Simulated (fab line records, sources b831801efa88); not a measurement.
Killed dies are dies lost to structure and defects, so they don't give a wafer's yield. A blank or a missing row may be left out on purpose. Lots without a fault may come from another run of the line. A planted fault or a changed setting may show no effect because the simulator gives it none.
A sampling plan put to the test | flow sky130 | one fab line, 14 faults that these records tell of, each judged on the records of the lots that it struck
The plan is the line's own looks: the steps of the route at which a gauge or an inspection reads the wafer and doesn't change it. A look can be judged if struck wafers have a number there and the file gives its usual mean and standard deviation on fault-free wafers. Caught: at a look after the fault's first step, the mean of the struck wafers lies 4 or more of those standard deviations (sigma) from the usual mean. On the tool: the same test on the tool's own readings at the fault's steps. Another recipe on the struck wafers, or a record that is blank for them alone, also counts as caught.

THE FAULTS, as the simulator had put them in
1. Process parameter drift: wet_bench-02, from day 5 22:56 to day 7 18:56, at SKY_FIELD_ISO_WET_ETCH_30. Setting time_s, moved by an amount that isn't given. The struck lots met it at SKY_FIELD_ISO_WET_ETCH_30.
2. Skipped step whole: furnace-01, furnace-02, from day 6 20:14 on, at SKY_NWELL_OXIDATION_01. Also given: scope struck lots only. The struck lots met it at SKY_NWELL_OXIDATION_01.
3. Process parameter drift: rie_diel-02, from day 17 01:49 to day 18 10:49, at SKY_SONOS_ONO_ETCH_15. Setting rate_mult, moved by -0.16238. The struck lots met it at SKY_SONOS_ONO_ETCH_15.
4. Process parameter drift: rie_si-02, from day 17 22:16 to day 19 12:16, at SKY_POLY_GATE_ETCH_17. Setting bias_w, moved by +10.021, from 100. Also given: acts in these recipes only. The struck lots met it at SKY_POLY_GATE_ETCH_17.
5. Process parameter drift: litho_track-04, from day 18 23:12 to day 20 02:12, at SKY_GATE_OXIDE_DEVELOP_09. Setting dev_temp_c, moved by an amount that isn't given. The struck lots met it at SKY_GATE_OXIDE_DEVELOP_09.
6. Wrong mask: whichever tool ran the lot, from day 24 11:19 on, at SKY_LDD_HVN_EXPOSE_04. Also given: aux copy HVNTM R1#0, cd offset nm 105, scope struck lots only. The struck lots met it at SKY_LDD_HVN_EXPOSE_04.
7. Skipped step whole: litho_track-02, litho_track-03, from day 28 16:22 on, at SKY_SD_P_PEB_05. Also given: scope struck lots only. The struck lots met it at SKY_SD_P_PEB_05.
8. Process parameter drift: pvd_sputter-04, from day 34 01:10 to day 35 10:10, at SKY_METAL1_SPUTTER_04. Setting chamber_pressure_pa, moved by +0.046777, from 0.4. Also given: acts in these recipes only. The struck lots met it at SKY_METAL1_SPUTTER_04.
9. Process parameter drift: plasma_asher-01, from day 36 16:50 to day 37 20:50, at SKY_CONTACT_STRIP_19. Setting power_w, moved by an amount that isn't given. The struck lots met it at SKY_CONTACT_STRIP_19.
10. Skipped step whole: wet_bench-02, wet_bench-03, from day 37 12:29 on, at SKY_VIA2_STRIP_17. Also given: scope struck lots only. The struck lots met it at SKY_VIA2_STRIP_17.
11. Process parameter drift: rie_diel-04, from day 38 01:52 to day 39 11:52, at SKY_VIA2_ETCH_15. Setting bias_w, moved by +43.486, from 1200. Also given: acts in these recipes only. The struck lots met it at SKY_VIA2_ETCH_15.
12. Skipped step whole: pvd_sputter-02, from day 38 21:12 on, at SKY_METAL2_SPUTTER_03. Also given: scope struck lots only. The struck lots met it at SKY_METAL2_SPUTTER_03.
13. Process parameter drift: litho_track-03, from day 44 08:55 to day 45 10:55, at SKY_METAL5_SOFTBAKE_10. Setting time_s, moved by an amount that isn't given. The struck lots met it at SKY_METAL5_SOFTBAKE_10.
14. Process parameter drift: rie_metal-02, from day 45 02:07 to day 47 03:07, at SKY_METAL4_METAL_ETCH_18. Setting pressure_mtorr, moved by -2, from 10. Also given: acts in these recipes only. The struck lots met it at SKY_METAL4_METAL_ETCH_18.

WHAT THE PLAN SAW
fault | on the tool itself                               | first look that catches it                      | reading, sigma | median hours from its first step to that look | hours from the fault's start to the first struck lot there | judged looks passed uncaught
1     | run_length_s -4.2 sigma                          | none of the 3 looks that can be judged after it | -              | -                                             | -                                                          | 3
2     | the tool's record is blank for the struck wafers | no look after it can be judged                  | -              | -                                             | -                                                          | 0
3     | oes_product_au -12 sigma                         | no look after it can be judged                  | -              | -                                             | -                                                          | 0
4     | bias_w +35 sigma                                 | not the one look that can be judged after it    | -              | -                                             | -                                                          | 1
5     | developer_temp_C -9.2 sigma                      | none of the 2 looks that can be judged after it | -              | -                                             | -                                                          | 2
6     | no reading that can be judged                    | no look after it can be judged                  | -              | -                                             | -                                                          | 0
7     | no reading that can be judged                    | not the one look that can be judged after it    | -              | -                                             | -                                                          | 1
8     | chamber_pressure_pa +60 sigma                    | not the one look that can be judged after it    | -              | -                                             | -                                                          | 1
9     | strip_time_to_endpoint_s +5.3 sigma              | not the one look that can be judged after it    | -              | -                                             | -                                                          | 1
10    | the tool's record is blank for the struck wafers | not the one look that can be judged after it    | -              | -                                             | -                                                          | 1
11    | bias_w +12 sigma                                 | no look after it can be judged                  | -              | -                                             | -                                                          | 0
12    | the tool's record is blank for the struck wafers | not the one look that can be judged after it    | -              | -                                             | -                                                          | 1
13    | run_length_s +46 sigma                           | no look after it can be judged                  | -              | -                                             | -                                                          | 0
14    | chamber_pressure_mTorr -99 or beyond sigma       | no look after it can be judged                  | -              | -                                             | -                                                          | 0
A dash: the fault isn't caught, or these records don't give the number.

Caught at a look: 0 of 14. Caught on the tool: 12 of 14. By one or the other: 12 of 14.
Caught on the tool alone: faults 1, 2, 3, 4, 5, 8, 9, 10, 11, 12, 13, 14.
Caught by neither: faults 6, 7.
